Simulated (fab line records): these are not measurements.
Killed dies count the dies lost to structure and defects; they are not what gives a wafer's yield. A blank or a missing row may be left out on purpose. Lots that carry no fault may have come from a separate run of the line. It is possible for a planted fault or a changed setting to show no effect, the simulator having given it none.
fab line records	flow sky130
record lots=5	wafers=15	last_day=49
route steps=708 shown POLY_GATE@221 LDD_N@237
lots untouched by any fault: they come from a run of this same line in which no faults occurred
start_h: hours from the record's opening day to when the first of the lot's shown wafers began	wait_h: hours since the lot's step before	" same as the row above	L1.1+2: several wafers, shown together as one row	- no value, or no start was given	* or withheld: withheld	< > ~ a bound
route shown NAME@n: names a module that has steps shown in the file, with the first one's number in the route	usual: mean and standard deviation over wafers with no fault	same: alike in all rows	chamber/n: place in a boat	sites: per-site readings	_std_site: how widely they spread, as a standard deviation	_edge_site: inner sites' mean taken away from outer sites' mean	radius_mm: for every site, how far away it sits from the centre of the wafer	mask NAME#n: copy n	behind: the tool/chamber that last shaped the wafer	hold: what put the lot on hold/how long, in hours/how the hold closed	device: transistor that didn't switch, given as n, p or np	end of line: the route-end tests of the same wafers	a step with no rows: only its recipe	killed: the dies lost at the first sort to structure and to defects; this is not the yield of the wafer	map: dies across one wafer; x = killed, . = not, _ = none there
set.NAME: setting as actually run; set.NAME@STEP: the setting as run at that earlier step	model.NAME: the simulator's own value behind a step, which no gauge read
lots at selected steps of the route; one table per step, one row per wafer
services: when a tool's chamber went out of use (start_h, in hours from the record's first day, below 0 if earlier), for how many hours, and the reason
## steps
# step SKY_POLY_GATE_COAT_07
# recipe resist=BARC	temp_c=withheld	time_s=withheld	spin_rpm=3000	resist_thk_nm=110
# usual spin_speed_rpm=3000.0/2
lot.wafer	tool	chamber	start_h	wait_h	spin_speed_rpm
L078.2	litho_track-01	0	406.61	0.1	2998.4
L078.3	"	0	"	"	3001.4
L078.4	"	0	"	"	2999.5
L080.2	litho_track-01	0	417.41	0.1	3000.4
L080.4	"	0	"	"	2999.6
L080.5	"	0	"	"	2998.2
L083.2	litho_track-03	0	449.92	0.1	3001.0
L083.4	"	0	"	"	3002.2
L083.5	"	0	"	"	3001.8
L085.1	litho_track-04	0	458.06	0.1	2998.8
L085.2	"	0	"	"	2999.1
L085.3	"	0	"	"	2999.5
L092.2	litho_track-01	0	514.21	0.1	2996.7
L092.3	"	0	"	"	2999.3
L092.4	"	0	"	"	2998.5
# step SKY_POLY_GATE_COAT_08
# recipe resist=KrF-thick	spin_rpm=3000	resist_thk_nm=450
# usual spin_speed_rpm=3000.0/2.2
lot.wafer	tool	chamber	start_h	wait_h	spin_speed_rpm
L078.2	litho_track-01	0	-	-	3003.9
L078.3	"	0	"	"	2999.3
L078.4	"	0	"	"	3001.6
L080.2	litho_track-01	0	-	-	3001.0
L080.4	"	0	"	"	3002.4
L080.5	"	0	"	"	2999.7
L083.2	litho_track-03	0	-	-	3003.5
L083.4	"	0	"	"	2999.8
L083.5	"	0	"	"	2998.4
L085.1	litho_track-04	0	-	-	2994.6
L085.2	"	0	"	"	2998.6
L085.3	"	0	"	"	3001.6
L092.2	litho_track-01	0	-	-	2999.6
L092.3	"	0	"	"	3000.8
L092.4	"	0	"	"	3000.2
# step SKY_POLY_GATE_SOFTBAKE_09
# recipe temp_c=100	time_s=90	resist=KrF-thick
lot.wafer	tool	chamber	start_h	wait_h
L078.2+3+4	litho_track-01	0	-	-
L080.2+4+5	litho_track-01	0	-	-
L083.2+4+5	litho_track-03	0	-	-
L085.1+2+3	litho_track-04	0	-	-
L092.2+3+4	litho_track-01	0	-	-
# step SKY_POLY_GATE_EXPOSE_10
# recipe mask_id=P1M	na=0.68	source_shape=conventional	sigma_outer=0.6	target_cd_nm=150	dose_mj=28
# usual focus_offset_nm=0.0/0.58
# same na=0.68	sigma_outer=0.6
lot.wafer	tool	chamber	start_h	wait_h	mask	focus_offset_nm
L078.2	krf_scanner-02	0	-	-	P1M#0	1.0
L078.3	"	0	"	"	P1M#0	-0.2
L078.4	"	0	"	"	P1M#0	0.2
L080.2	krf_scanner-02	0	-	-	P1M#0	-0.5
L080.4	"	0	"	"	P1M#0	0.6
L080.5	"	0	"	"	P1M#0	0.5
L083.2	krf_scanner-02	0	-	-	P1M#0	0.1
L083.4	"	0	"	"	P1M#0	0.3
L083.5	"	0	"	"	P1M#0	-0.4
L085.1	krf_scanner-02	0	-	-	P1M#0	-0.8
L085.2	"	0	"	"	P1M#0	-0.7
L085.3	"	0	"	"	P1M#0	0.2
L092.2	krf_scanner-01	0	-	-	P1M#0	-0.2
L092.3	"	0	"	"	P1M#0	0.0
L092.4	"	0	"	"	P1M#0	-0.1
# step SKY_POLY_GATE_PEB_11
# recipe peb_temp_c=withheld	peb_time_s=withheld	resist=KrF-thick
lot.wafer	tool	chamber	start_h	wait_h
L078.2+3+4	litho_track-01	0	-	-
L080.2+4+5	litho_track-04	0	-	-
L083.2+4+5	litho_track-03	0	-	-
L085.1+2+3	litho_track-03	0	-	-
L092.2+3+4	litho_track-01	0	-	-
# step SKY_POLY_GATE_DEVELOP_12
# recipe develop_time_s=60	resist=KrF-thick	dev_temp_c=21
lot.wafer	tool	chamber	start_h	wait_h
L078.2+3+4	litho_track-01	0	-	-
L080.2+4+5	litho_track-04	0	-	-
L083.2+4+5	litho_track-03	0	-	-
L085.1+2+3	litho_track-03	0	-	-
L092.2+3+4	litho_track-01	0	-	-
# step SKY_POLY_GATE_CD_MEAS_13
# recipe target_cd_nm=150
# usual cd_nm=149.7/1.3
lot.wafer	tool	chamber	start_h	wait_h	cd_nm
L078.2	cd_sem-02	-	421.46	-	152.7
L078.3	"	-	"	"	152.3
L078.4	"	-	"	"	151.8
L080.2	cd_sem-02	-	432.78	-	151.7
L080.4	"	-	"	"	150.9
L080.5	"	-	"	"	150.6
L083.2	cd_sem-02	-	466.67	-	148.4
L083.4	"	-	"	"	150.9
L083.5	"	-	"	"	149.8
L085.1	cd_sem-02	-	473.60	-	149.7
L085.2	"	-	"	"	148.4
L085.3	"	-	"	"	148.8
L092.2	cd_sem-01	-	530.61	-	148.4
L092.3	"	-	"	"	147.5
L092.4	"	-	"	"	148.7
# step SKY_POLY_GATE_OVL_MEAS_14
# usual POLY_GATE_OVL=0/4.4
lot.wafer	tool	chamber	start_h	wait_h	POLY_GATE_OVL[nm]
L078.2	overlay-01	-	421.57	0.1	1
L078.3	"	-	"	"	5
L078.4	"	-	"	"	0
L080.2	overlay-02	-	432.88	0.1	-1
L080.4	"	-	"	"	-5
L080.5	"	-	"	"	1
L083.2	overlay-02	-	466.80	0.1	-4
L083.4	"	-	"	"	3
L083.5	"	-	"	"	10
L085.1	overlay-01	-	473.72	0.1	7
L085.2	"	-	"	"	-3
L085.3	"	-	"	"	4
L092.2	overlay-01	-	530.71	0.1	-3
L092.3	"	-	"	"	-10
L092.4	"	-	"	"	-5
# step SKY_POLY_GATE_ETCH_15
# recipe chemistry=N2/H2	target=BARC	ion_energy_ev=200	source_w=500	bias_w=100	pressure_mtorr=30	n2_flow_sccm=100	h2_flow_sccm=200	stop_on=SiO2	time_s=118.5	target_depth_a=1100
# usual bias_w=100.04/0.26	chamber_pressure_mTorr=30.003/0.024	drypump_motor_current_A=5.8/0.37	oes_product_au=0.717/0.0045	throttle_valve_pct=13.212/0.0098
lot.wafer	tool	chamber	start_h	wait_h	bias_w	chamber_pressure_mTorr	drypump_motor_current_A	oes_product_au	rf_hours_counter_h	throttle_valve_pct
L078.2	rie_diel-01	2	421.60	0.0	100.60	29.995	6.1	0.715	6	13.213
L078.3	"	0	"	"	99.98	30.007	5.6	0.713	13	13.214
L078.4	"	1	"	"	100.03	29.995	5.6	0.715	3	13.223
L080.2	rie_diel-02	0	432.91	0.0	100.33	29.996	6.5	0.725	12	13.211
L080.4	"	0	"	"	100.08	29.999	6.6	0.718	-	13.212
L080.5	"	1	"	"	99.92	30.003	5.4	0.716	-	13.222
L083.2	rie_diel-04	3	466.83	0.0	100.21	30.004	5.7	0.709	7	13.201
L083.4	"	3	"	"	100.43	29.979	5.7	0.721	-	13.222
L083.5	"	1	"	"	100.20	29.996	6.2	0.722	-	13.211
L085.1	rie_diel-04	1	473.75	0.0	100.29	30.032	6.2	0.711	3	13.214
L085.2	"	2	"	"	99.98	30.006	5.8	0.720	7	13.215
L085.3	"	0	"	"	99.90	29.974	6.0	0.716	7	13.205
L092.2	rie_diel-01	0	530.74	0.0	99.87	30.017	5.6	0.714	15	13.222
L092.3	"	2	"	"	99.90	30.018	6.1	0.714	8	13.205
L092.4	"	1	"	"	99.85	29.999	5.6	0.722	5	13.211
# step SKY_POLY_GATE_ETCH_16
# recipe stop_on=poly-Si	chemistry=CH3F/O2	target=Si3N4	source_w=400	bias_w=80	pressure_mtorr=25	ch3f_flow_sccm=40	O2_flow_sccm=30	time_s=147.5	target_depth_a=750
# usual bias_w=79.95/0.22	chamber_pressure_mTorr=24.998/0.023	drypump_motor_current_A=5.8/0.37	oes_product_au=0.642/0.0053	throttle_valve_pct=10.536/0.0091
lot.wafer	tool	chamber	start_h	wait_h	bias_w	chamber_pressure_mTorr	drypump_motor_current_A	oes_product_au	rf_hours_counter_h	throttle_valve_pct
L078.2	rie_diel-01	2	421.68	0.0	79.84	25.011	6.1	0.641	6	10.542
L078.3	"	0	"	"	79.61	24.970	5.6	0.641	13	10.543
L078.4	"	1	"	"	80.00	24.996	5.6	0.642	3	10.542
L080.2	rie_diel-02	0	432.99	0.0	79.78	24.979	6.5	0.644	12	10.508
L080.4	"	0	"	"	79.81	24.986	6.5	0.642	-	10.544
L080.5	"	1	"	"	80.00	25.010	5.4	0.641	-	10.537
L083.2	rie_diel-04	3	466.91	0.0	79.69	25.011	5.7	0.639	7	10.533
L083.4	"	3	"	"	80.20	25.003	5.7	0.636	-	10.535
L083.5	"	1	"	"	79.80	25.001	6.2	0.643	-	10.516
L085.1	rie_diel-04	1	473.84	0.0	79.52	25.015	6.2	0.640	3	10.535
L085.2	"	2	"	"	80.05	24.966	5.8	0.643	7	10.531
L085.3	"	0	"	"	79.42	24.988	6.0	0.637	7	10.531
L092.2	rie_diel-01	0	530.83	0.0	79.76	25.005	5.6	0.650	15	10.532
L092.3	"	2	"	"	80.13	24.963	6.1	0.646	8	10.535
L092.4	"	1	"	"	79.78	24.984	5.6	0.638	5	10.535
# step SKY_POLY_GATE_ETCH_17
# recipe target_depth_nm=180	stop_on=SiO2	over_etch_frac=0.56667	chemistry=HBr/Cl2	target=poly-Si	icp_w=400	bias_w=100	pressure_mtorr=10	HBr_flow_sccm=150	Cl2_flow_sccm=50	time_s=70.5
# usual bias_w=99.95/0.3	chamber_pressure_mTorr=9.999/0.0094	drypump_motor_current_A=5.5/0.35	oes_product_au=0.988/0.0079	throttle_valve_pct=33.683/0.01
lot.wafer	tool	chamber	start_h	wait_h	bias_w	chamber_pressure_mTorr	drypump_motor_current_A	oes_product_au	rf_hours_counter_h	throttle_valve_pct
L078.2	rie_si-01	3	421.78	0.0	100.27	9.997	5.1	0.988	4	33.676
L078.3	"	0	"	"	99.56	10.002	5.8	0.971	5	33.679
L078.4	"	3	"	"	100.04	10.009	5.0	0.983	-	33.695
L080.2	rie_si-01	3	433.09	0.0	99.25	10.005	5.0	0.974	4	33.679
L080.4	"	3	"	"	99.53	9.990	5.0	0.981	-	33.689
L080.5	"	2	"	"	100.13	9.995	5.8	0.988	-	33.679
L083.2	rie_si-02	1	467.01	0.0	99.72	10.010	5.6	0.993	2	33.688
L083.4	"	3	"	"	100.25	9.990	5.2	0.994	5	33.673
L083.5	"	2	"	"	99.74	9.995	5.3	0.988	-	33.670
L085.1	rie_si-01	0	473.94	0.0	99.86	9.979	5.8	0.984	5	33.678
L085.2	"	2	"	"	99.76	9.993	5.7	0.990	2	33.685
L085.3	"	3	"	"	99.94	9.992	5.0	0.983	5	33.679
L092.2	rie_si-02	2	530.93	0.0	100.23	9.993	5.3	0.992	1	33.678
L092.3	"	0	"	"	100.43	9.985	5.4	0.993	40	33.676
L092.4	"	1	"	"	99.88	10.002	5.6	0.986	3	33.673
# step SKY_POLY_GATE_STRIP_18
# recipe chemistry=O2/N2	power_w=1400	pressure_mtorr=1500	platen_temp_c=withheld	o2_flow_sccm=3000	n2_flow_sccm=300	overash_fraction=0.5
# usual chamber_pressure_mTorr=1500.0/1.4	drypump_motor_current_A=5.4/0.44	o2_flow_sccm=3000/7.8	oes_product_au=0.360/0.0048	strip_time_to_endpoint_s=3.15/0.036
lot.wafer	tool	chamber	start_h	wait_h	chamber_pressure_mTorr	drypump_motor_current_A	o2_flow_sccm	oes_product_au	rf_hours_counter_h	strip_time_to_endpoint_s
L078.2	plasma_asher-02	0	421.83	0.0	1499.1	6.0	3005	0.354	65	3.11
L078.3	"	1	"	"	1499.7	6.2	2988	0.358	-	3.11
L078.4	"	0	"	"	1501.5	6.0	3005	0.355	-	3.10
L080.2	plasma_asher-03	0	433.15	0.0	1499.9	4.8	3005	0.357	75	3.14
L080.4	"	0	"	"	1500.4	4.8	3009	0.357	-	3.13
L080.5	"	1	"	"	1501.2	5.5	3001	0.352	-	3.14
L083.2	plasma_asher-03	0	467.06	0.0	1499.9	4.8	2985	0.352	78	3.17
L083.4	"	0	"	"	1500.8	4.8	2999	0.357	-	3.19
L083.5	"	1	"	"	1496.0	5.5	3011	0.365	-	3.16
L085.1	plasma_asher-01	0	473.99	0.0	1498.5	5.5	3008	0.362	32	3.20
L085.2	"	1	"	"	1499.1	5.2	2991	0.363	32	3.18
L085.3	"	1	"	"	1498.5	5.2	3002	0.358	-	3.16
L092.2	plasma_asher-03	1	530.98	0.0	1501.3	5.5	2985	0.364	84	3.14
L092.3	"	0	"	"	1498.4	4.8	2993	0.354	-	3.04
L092.4	"	1	"	"	1502.5	5.5	2989	0.358	-	3.13
# step SKY_POLY_GATE_CLEAN_19
# recipe chemistry=SC1/SC2	mix=1:4:20	temp_c=70	time_s=150	dry=n2_spin
lot.wafer	tool	chamber	start_h	wait_h
L078.2+3+4	wet_bench-03	2	421.93	0.1
L080.2+4+5	wet_bench-02	1	433.25	0.1
L083.2+4+5	wet_bench-02	0	467.16	0.1
L085.1+2+3	wet_bench-04	1	474.09	0.1
L092.2+3+4	wet_bench-03	1	531.08	0.1
# step SKY_POLY_GATE_OXIDATION_20
# recipe temp_c=850	ambient=O2	stabilise_s=600	purge_s=300	target_thk_a=40	ox_time_s=899
# usual tube_center_temp_C_max=852.2/0.36	zone_power_bottom_pct=26.3/1.1
lot.wafer	tool	chamber	start_h	wait_h	tube_center_temp_C_max	zone_power_bottom_pct
L078.2	furnace-01	0	422.69	0.7	852.4	26.8
L078.3	"	0	"	"	851.7	27.2
L078.4	"	0	"	"	851.7	27.6
L080.2	furnace-02	0	434.28	1.0	852.0	24.9
L080.4	"	0	"	"	852.6	24.9
L080.5	"	0	"	"	852.9	24.9
L083.2	furnace-02	0	469.99	2.8	852.5	24.9
L083.4	"	0	"	"	851.6	24.9
L083.5	"	0	"	"	851.7	25.0
L085.1	furnace-02	0	476.69	2.5	852.5	25.1
L085.2	"	0	"	"	851.7	25.0
L085.3	"	0	"	"	852.1	25.1
L092.2	furnace-02	0	531.13	0.0	852.8	24.6
L092.3	"	0	"	"	852.2	24.6
L092.4	"	0	"	"	852.6	24.6
# step SKY_POLY_GATE_THK_MEAS_21
# recipe reads=SiO2_of_POLY_GATE_OXIDATION_20
# usual POLY_GATE_OXIDATION_THK=4.01/0.065
lot.wafer	tool	chamber	start_h	wait_h	POLY_GATE_OXIDATION_THK[nm]
L078.2	film_metro-04	-	423.95	0.0	4.12
L078.3	"	-	"	"	4.12
L078.4	"	-	"	"	4.07
L080.2	film_metro-02	-	435.54	0.0	4.05
L080.4	"	-	"	"	4.06
L080.5	"	-	"	"	4.07
L083.2	film_metro-02	-	471.25	0.0	4.06
L083.4	"	-	"	"	4.07
L083.5	"	-	"	"	4.07
L085.1	film_metro-03	-	477.94	0.0	4.00
L085.2	"	-	"	"	4.03
L085.3	"	-	"	"	4.01
L092.2	film_metro-04	-	532.39	0.0	3.91
L092.3	"	-	"	"	3.94
L092.4	"	-	"	"	3.93
# step SKY_POLY_GATE_CD_MEAS_22
# usual cd_nm=149.9/2.3
lot.wafer	tool	chamber	start_h	wait_h	cd_nm
L078.2	cd_sem-02	-	424.03	0.1	152.0
L078.3	"	-	"	"	151.9
L078.4	"	-	"	"	147.9
L080.2	cd_sem-01	-	435.62	0.1	150.7
L080.4	"	-	"	"	150.4
L080.5	"	-	"	"	153.1
L083.2	cd_sem-01	-	471.33	0.1	149.4
L083.4	"	-	"	"	149.4
L083.5	"	-	"	"	149.6
L085.1	cd_sem-02	-	478.02	0.1	149.0
L085.2	"	-	"	"	150.5
L085.3	"	-	"	"	148.9
L092.2	cd_sem-02	-	532.47	0.1	146.9
L092.3	"	-	"	"	144.6
L092.4	"	-	"	"	152.3
# step SKY_LDD_N_DEHYDRATE_00
# recipe temp_c=200	time_s=60
lot.wafer	tool	chamber	start_h	wait_h
L078.2+3+4	litho_track-02	0	438.61	14.6
L080.2+4+5	litho_track-04	0	449.63	14.0
L083.2+4+5	litho_track-02	0	485.46	14.1
L085.1+2+3	litho_track-01	0	492.69	14.6
L092.2+3+4	litho_track-04	0	546.53	14.0
# step SKY_LDD_N_HMDS_01
# recipe prime_time_s=60	prime_temp_c=120
lot.wafer	tool	chamber	start_h	wait_h
L078.2+3+4	litho_track-02	0	438.76	0.1
L080.2+4+5	litho_track-04	0	449.78	0.1
L083.2+4+5	litho_track-02	0	485.61	0.1
L085.1+2+3	litho_track-01	0	492.84	0.1
L092.2+3+4	litho_track-04	0	546.68	0.1
# step SKY_LDD_N_COAT_02
# recipe resist=NOVOLAK	spin_rpm=3000	resist_thk_nm=300
# usual spin_speed_rpm=2999.9/2.1
lot.wafer	tool	chamber	start_h	wait_h	spin_speed_rpm
L078.2	litho_track-02	0	438.91	0.1	2998.4
L078.3	"	0	"	"	3000.3
L078.4	"	0	"	"	2999.9
L080.2	litho_track-04	0	449.93	0.1	3001.6
L080.4	"	0	"	"	2998.8
L080.5	"	0	"	"	2997.9
L083.2	litho_track-02	0	485.76	0.1	2999.6
L083.4	"	0	"	"	3004.8
L083.5	"	0	"	"	3000.9
L085.1	litho_track-01	0	492.99	0.1	3002.4
L085.2	"	0	"	"	3002.5
L085.3	"	0	"	"	3002.5
L092.2	litho_track-04	0	546.83	0.1	3000.5
L092.3	"	0	"	"	2999.4
L092.4	"	0	"	"	2998.4
# step SKY_LDD_N_SOFTBAKE_03
# recipe temp_c=90	time_s=60	resist=NOVOLAK
lot.wafer	tool	chamber	start_h	wait_h
L078.2+3+4	litho_track-02	0	439.06	0.1
L080.2+4+5	litho_track-04	0	450.08	0.1
L083.2+4+5	litho_track-02	0	485.91	0.1
L085.1+2+3	litho_track-01	0	493.14	0.1
L092.2+3+4	litho_track-04	0	546.98	0.1
# step SKY_LDD_N_EXPOSE_04
# recipe mask_id=NTM	target_cd_nm=840	na=0.6	source_shape=conventional	sigma_outer=0.6	dose_mj=110
# usual focus_offset_nm=0.1/0.47
# same na=0.6	sigma_outer=0.6
lot.wafer	tool	chamber	start_h	wait_h	mask	focus_offset_nm
L078.2	iline_stepper-02	0	-	-	NTM#0	-0.1
L078.3	"	0	"	"	NTM#0	0.0
L078.4	"	0	"	"	NTM#0	0.6
L080.2	iline_stepper-02	0	-	-	NTM#0	0.0
L080.4	"	0	"	"	NTM#0	0.3
L080.5	"	0	"	"	NTM#0	-0.2
L083.2	iline_stepper-02	0	-	-	NTM#0	-0.3
L083.4	"	0	"	"	NTM#0	0.2
L083.5	"	0	"	"	NTM#0	1.0
L085.1	iline_stepper-02	0	-	-	NTM#0	-0.2
L085.2	"	0	"	"	NTM#0	-0.4
L085.3	"	0	"	"	NTM#0	1.1
L092.2	iline_stepper-02	0	-	-	NTM#0	0.5
L092.3	"	0	"	"	NTM#0	-0.3
L092.4	"	0	"	"	NTM#0	0.2
# step SKY_LDD_N_PEB_05
# recipe temp_c=withheld	time_s=*	resist=NOVOLAK
lot.wafer	tool	chamber	start_h	wait_h
L078.2+3+4	litho_track-04	0	-	-
L080.2+4+5	litho_track-04	0	-	-
L083.2+4+5	litho_track-01	0	-	-
L085.1+2+3	litho_track-01	0	-	-
L092.2+3+4	litho_track-04	0	-	-
# step SKY_LDD_N_DEVELOP_06
# recipe develop_time_s=60	dev_temp_c=23
lot.wafer	tool	chamber	start_h	wait_h
L078.2+3+4	litho_track-04	0	454.13	0.1
L080.2+4+5	litho_track-04	0	466.28	0.1
L083.2+4+5	litho_track-01	0	500.86	0.1
L085.1+2+3	litho_track-01	0	508.29	0.1
L092.2+3+4	litho_track-04	0	562.63	0.1
# step SKY_LDD_N_OVL_MEAS_07
# usual LDD_N_OVL=-0.3/1.6
lot.wafer	tool	chamber	start_h	wait_h	LDD_N_OVL[nm]
L078.2	overlay-02	-	454.26	0.1	2.1
L078.3	"	-	"	"	1.1
L078.4	"	-	"	"	1.1
L080.2	overlay-02	-	466.41	0.1	0.5
L080.4	"	-	"	"	-1.9
L080.5	"	-	"	"	0.3
L083.2	overlay-01	-	500.99	0.1	0.9
L083.4	"	-	"	"	-0.7
L083.5	"	-	"	"	-0.1
L085.1	overlay-02	-	508.44	0.1	-0.1
L085.2	"	-	"	"	-2.9
L085.3	"	-	"	"	-2.3
L092.2	overlay-01	-	562.76	0.1	-0.3
L092.3	"	-	"	"	-2.4
L092.4	"	-	"	"	1.3
# step SKY_LDD_N_IMPLANT_08
# recipe species=As	energy_kev=20	dose_cm2=7.5e+13	tilt_deg=withheld	rotation_deg=23
# usual faraday_current_uA=423/8.9	rotation_deg=22.994/0.019
# same implant_ion_amu=75
lot.wafer	tool	chamber	start_h	wait_h	faraday_current_uA	rotation_deg
L078.2	implanter-04	0	454.32	0.0	429	22.990
L078.3	"	0	"	"	429	22.987
L078.4	"	0	"	"	423	22.986
L080.2	implanter-04	0	466.47	0.0	434	23.003
L080.4	"	0	"	"	429	22.997
L080.5	"	0	"	"	423	23.006
L083.2	implanter-01	0	501.05	0.0	436	22.994
L083.4	"	0	"	"	426	23.019
L083.5	"	0	"	"	412	22.997
L085.1	implanter-04	0	508.47	0.0	432	22.982
L085.2	"	0	"	"	417	23.014
L085.3	"	0	"	"	406	22.985
L092.2	implanter-02	0	562.82	0.0	445	23.046
L092.3	"	0	"	"	417	23.038
L092.4	"	0	"	"	409	23.004
# step SKY_LDD_N_IMPLANT_09
# recipe species=As	energy_kev=20	dose_cm2=7.5e+13	tilt_deg=withheld	rotation_deg=113
# usual faraday_current_uA=423/8.2	rotation_deg=113.00/0.032
# same implant_ion_amu=75
lot.wafer	tool	chamber	start_h	wait_h	faraday_current_uA	rotation_deg
L078.2	implanter-04	0	454.47	0.1	414	112.95
L078.3	"	0	"	"	426	112.96
L078.4	"	0	"	"	423	112.95
L080.2	implanter-04	0	466.62	0.1	415	113.05
L080.4	"	0	"	"	425	112.96
L080.5	"	0	"	"	416	113.01
L083.2	implanter-01	0	501.20	0.1	409	113.00
L083.4	"	0	"	"	407	113.00
L083.5	"	0	"	"	420	113.01
L085.1	implanter-04	0	508.62	0.1	417	112.97
L085.2	"	0	"	"	413	112.98
L085.3	"	0	"	"	429	112.97
L092.2	implanter-02	0	562.97	0.1	434	113.00
L092.3	"	0	"	"	418	113.00
L092.4	"	0	"	"	427	113.00
# step SKY_LDD_N_IMPLANT_10
# recipe species=As	energy_kev=20	dose_cm2=7.5e+13	tilt_deg=withheld	rotation_deg=203
# usual faraday_current_uA=422/8	rotation_deg=203.00/0.043
# same implant_ion_amu=75
lot.wafer	tool	chamber	start_h	wait_h	faraday_current_uA	rotation_deg
L078.2	implanter-04	0	454.62	0.1	424	203.00
L078.3	"	0	"	"	413	203.03
L078.4	"	0	"	"	426	202.98
L080.2	implanter-04	0	466.77	0.1	429	203.05
L080.4	"	0	"	"	426	203.01
L080.5	"	0	"	"	437	203.08
L083.2	implanter-01	0	501.35	0.1	430	202.99
L083.4	"	0	"	"	434	203.03
L083.5	"	0	"	"	429	203.02
L085.1	implanter-04	0	508.77	0.1	423	203.05
L085.2	"	0	"	"	423	203.12
L085.3	"	0	"	"	425	202.90
L092.2	implanter-02	0	563.12	0.1	410	203.03
L092.3	"	0	"	"	418	203.00
L092.4	"	0	"	"	426	202.97
# step SKY_LDD_N_IMPLANT_11
# recipe species=As	energy_kev=20	dose_cm2=7.5e+13	tilt_deg=withheld	rotation_deg=293
# usual faraday_current_uA=423/7.9	rotation_deg=293.00/0.071
# same implant_ion_amu=75
lot.wafer	tool	chamber	start_h	wait_h	faraday_current_uA	rotation_deg
L078.2	implanter-04	0	454.77	0.1	419	292.93
L078.3	"	0	"	"	421	292.91
L078.4	"	0	"	"	434	293.13
L080.2	implanter-04	0	466.92	0.1	419	292.86
L080.4	"	0	"	"	433	293.06
L080.5	"	0	"	"	419	293.09
L083.2	implanter-01	0	501.50	0.1	418	293.00
L083.4	"	0	"	"	424	293.01
L083.5	"	0	"	"	424	293.01
L085.1	implanter-04	0	508.92	0.1	429	292.93
L085.2	"	0	"	"	434	293.02
L085.3	"	0	"	"	415	293.01
L092.2	implanter-02	0	563.27	0.1	418	292.95
L092.3	"	0	"	"	414	292.97
L092.4	"	0	"	"	432	293.05
# step SKY_LDD_N_IMPLANT_12
# recipe species=BF2	energy_kev=50	dose_cm2=5e+12	tilt_deg=30	rotation_deg=0
# usual faraday_current_uA=28.2/0.56	rotation_deg=0.000/0.022
# same implant_ion_amu=49
lot.wafer	tool	chamber	start_h	wait_h	faraday_current_uA	rotation_deg
L078.2	implanter-04	0	454.92	0.1	27.8	0.043
L078.3	"	0	"	"	28.2	-0.004
L078.4	"	0	"	"	26.4	0.036
L080.2	implanter-04	0	467.07	0.1	27.9	0.015
L080.4	"	0	"	"	27.9	0.034
L080.5	"	0	"	"	28.1	0.020
L083.2	implanter-01	0	501.65	0.1	29.1	0.036
L083.4	"	0	"	"	27.6	0.010
L083.5	"	0	"	"	28.1	0.008
L085.1	implanter-04	0	509.07	0.1	27.7	-0.023
L085.2	"	0	"	"	27.6	0.023
L085.3	"	0	"	"	27.4	0.005
L092.2	implanter-02	0	563.42	0.1	27.9	-0.038
L092.3	"	0	"	"	28.4	0.005
L092.4	"	0	"	"	27.8	0.002
# step SKY_LDD_N_IMPLANT_13
# recipe species=BF2	energy_kev=50	dose_cm2=5e+12	tilt_deg=30	rotation_deg=90
# usual faraday_current_uA=28.2/0.57	rotation_deg=90.00/0.03
# same implant_ion_amu=49
lot.wafer	tool	chamber	start_h	wait_h	faraday_current_uA	rotation_deg
L078.2	implanter-04	0	455.07	0.1	28.1	89.99
L078.3	"	0	"	"	28.3	90.08
L078.4	"	0	"	"	28.0	90.05
L080.2	implanter-04	0	467.22	0.1	28.8	89.99
L080.4	"	0	"	"	29.5	89.98
L080.5	"	0	"	"	28.5	90.02
L083.2	implanter-01	0	501.80	0.1	28.2	89.99
L083.4	"	0	"	"	28.6	89.98
L083.5	"	0	"	"	27.9	89.95
L085.1	implanter-04	0	509.22	0.1	29.1	90.06
L085.2	"	0	"	"	27.8	90.01
L085.3	"	0	"	"	28.5	89.99
L092.2	implanter-02	0	563.57	0.1	28.3	89.99
L092.3	"	0	"	"	27.7	89.99
L092.4	"	0	"	"	28.3	89.99
# step SKY_LDD_N_IMPLANT_14
# recipe species=BF2	energy_kev=50	dose_cm2=5e+12	tilt_deg=30	rotation_deg=180
# usual faraday_current_uA=28.2/0.57	rotation_deg=180.00/0.04
# same implant_ion_amu=49
lot.wafer	tool	chamber	start_h	wait_h	faraday_current_uA	rotation_deg
L078.2	implanter-04	0	455.22	0.1	28.3	179.97
L078.3	"	0	"	"	29.0	179.92
L078.4	"	0	"	"	28.6	180.04
L080.2	implanter-04	0	467.37	0.1	28.2	179.99
L080.4	"	0	"	"	28.2	180.01
L080.5	"	0	"	"	27.9	179.91
L083.2	implanter-01	0	501.95	0.1	28.3	180.00
L083.4	"	0	"	"	29.3	179.99
L083.5	"	0	"	"	28.3	179.95
L085.1	implanter-04	0	509.37	0.1	29.5	179.98
L085.2	"	0	"	"	28.2	179.93
L085.3	"	0	"	"	28.6	179.92
L092.2	implanter-02	0	563.72	0.1	27.5	180.01
L092.3	"	0	"	"	28.2	179.99
L092.4	"	0	"	"	28.9	179.97
# step SKY_LDD_N_IMPLANT_15
# recipe species=BF2	energy_kev=49.09	dose_cm2=5e+12	tilt_deg=30	rotation_deg=270
# usual faraday_current_uA=28.2/0.61	rotation_deg=270.01/0.056
# same implant_ion_amu=49
lot.wafer	tool	chamber	start_h	wait_h	faraday_current_uA	rotation_deg
L078.2	implanter-04	0	455.37	0.1	27.7	270.09
L078.3	"	0	"	"	26.9	269.87
L078.4	"	0	"	"	28.7	270.10
L080.2	implanter-04	0	467.52	0.1	27.7	270.17
L080.4	"	0	"	"	28.4	270.00
L080.5	"	0	"	"	27.9	269.98
L083.2	implanter-01	0	502.10	0.1	28.7	269.98
L083.4	"	0	"	"	27.8	270.01
L083.5	"	0	"	"	28.5	270.03
L085.1	implanter-04	0	509.52	0.1	27.2	270.00
L085.2	"	0	"	"	27.1	269.98
L085.3	"	0	"	"	27.3	269.93
L092.2	implanter-02	0	563.87	0.1	28.5	269.98
L092.3	"	0	"	"	28.1	270.01
L092.4	"	0	"	"	27.7	269.99
## services
tool	chamber	start_h	hours	kind
krf_scanner-02	-	383.84	1.3	pm
krf_scanner-02	-	385.14	1.0	pm
rie_diel-04	2	387.48	5.0	repair
plasma_asher-03	-	389.21	2.8	pm
rie_si-01	1	391.41	27.9	repair
rie_diel-01	3	400.71	3.0	repair
implanter-02	-	416.99	3.8	repair
implanter-01	-	430.68	1.5	repair
rie_diel-01	1	445.24	5.1	repair
implanter-02	-	449.09	4.7	pm
implanter-04	-	450.63	1.0	repair
rie_diel-04	2	466.43	6.6	repair
rie_diel-04	-	474.97	14.6	pm
krf_scanner-02	-	482.16	0.8	pm
rie_diel-04	-	494.48	0.1	repair
implanter-04	-	495.42	5.6	repair
rie_diel-01	3	495.91	1.4	repair
rie_diel-01	0	511.73	3.2	repair
rie_diel-04	0	533.87	5.8	repair
iline_stepper-02	-	536.11	1.7	pm
rie_diel-04	3	537.28	18.8	repair
furnace-02	-	548.73	3.5	pm
krf_scanner-02	-	553.56	1.0	pm
krf_scanner-02	-	559.74	1.3	pm
## key
fault none
